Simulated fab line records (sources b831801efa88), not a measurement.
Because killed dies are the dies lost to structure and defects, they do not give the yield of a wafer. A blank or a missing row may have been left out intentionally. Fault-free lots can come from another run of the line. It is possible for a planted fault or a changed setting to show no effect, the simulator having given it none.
The same fault as seen by 2 desks + flow sky130 + every desk sees just its own numbers, and what lay behind them comes last

== FROM THE METROLOGY DESK ==
What the gauges read for every lot (on any tool): the sampled wafers with a number, averaged. Marked OUT: a lot whose mean sits more than 4 standard deviations from the usual mean, which makes it out of limits; the brackets give that distance.
Columns: A = SD_P_TW at SKY_SD_P_TW_MEAS_11, usual 2822; B = RES_XHIGH_RS at SKY_SD_N_RS_MEAS_18, usual 337.0 ohm/sq; C = LI_CONTACT_HDPCVD_THK at SKY_LI_CONTACT_THK_MEAS_01, usual 938 nm; D = cd-nm at SKY_LI_CONTACT_CD_MEAS_12, usual 169.9 nm
| lot  | first seen here | A    | B     | C             | D     |
|------|-----------------|------|-------|---------------|-------|
| L769 | day 25 18:08    | 2837 | 337.3 | 939           | 170.2 |
| L770 | day 26 05:50    | 2848 | 335.1 | 928           | 170.5 |
| L771 | day 26 14:24    | 2825 | 337.0 | 937           | 171.8 |
| L773 | day 27 03:32    | 2821 | 335.5 | 925           | 169.7 |
| L774 | day 28 17:21    | 2826 | 339.5 | 938           | 172.9 |
| L775 | day 28 17:31    | 2788 | 335.3 | 938           | 172.2 |
| L777 | day 28 18:50    | 2828 | 338.0 | 931           | 171.6 |
| L778 | day 28 19:43    | 2810 | 336.1 | 940           | 170.0 |
| L782 | day 30 04:39    | 2802 | 336.8 | 924           | 168.2 |
| L784 | day 30 21:22    | 2826 | 336.4 | 741 (-21) OUT | 168.8 |
| L787 | day 31 15:59    | 2827 | 336.5 | 720 (-23) OUT | 171.3 |
| L790 | day 32 17:13    | 2843 | 338.3 | 937           | 169.0 |
This desk's result: L784, L787 out of limits, first on L784 (LI_CONTACT_HDPCVD_THK at SKY_LI_CONTACT_THK_MEAS_01), day 33 04:19. In limits: L769, L770, L771, L773, L774, L775, L777, L778, L782, L790.

== THE TOOL OWNER'S DESK: hdpcvd-02 ==
The tool's own readings at SKY_LI_CONTACT_HDPCVD_00 (deposits PSG, target thk 930 nm, time 155 s): means of the sampled wafers that have a number, for each lot that ran on this tool. Marked OUT: a lot whose mean sits more than 4 standard deviations from the usual mean, which makes it out of limits; the brackets give that distance.
Columns: A = run-length-s at SKY_LI_CONTACT_HDPCVD_00, usual 182.7 s
| lot  | first seen here | A               |
|------|-----------------|-----------------|
| L771 | day 29 01:10    | 183.3           |
| L774 | day 31 02:25    | 182.8           |
| L782 | day 32 11:37    | 182.9           |
| L784 | day 33 04:13    | 148.2 (-59) OUT |
| L787 | day 33 21:55    | 147.9 (-60) OUT |
This desk finds L784, L787 out of limits, L784 being first, at day 33 04:13 (run-length-s at SKY_LI_CONTACT_HDPCVD_00). In limits: L771, L774, L782.

== ALL TOGETHER ==
The tool owner's desk could have raised an alarm at day 33 04:13, on L784, L787.
Metrology desk: alarm possible at day 33 04:19 on L784, L787.
The lots listed all ran SKY_LI_CONTACT_HDPCVD_00 on hdpcvd-02.

== WHAT WAS PUT IN BY THE SIMULATOR ==
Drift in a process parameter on hdpcvd-02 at SKY_LI_CONTACT_HDPCVD_00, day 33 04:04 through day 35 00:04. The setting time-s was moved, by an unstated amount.
Shown lots that were struck: L784, L787.
Time in hours from fault onset to the first out-of-limits reading at each desk: tool owner's desk 0, metrology desk 0.
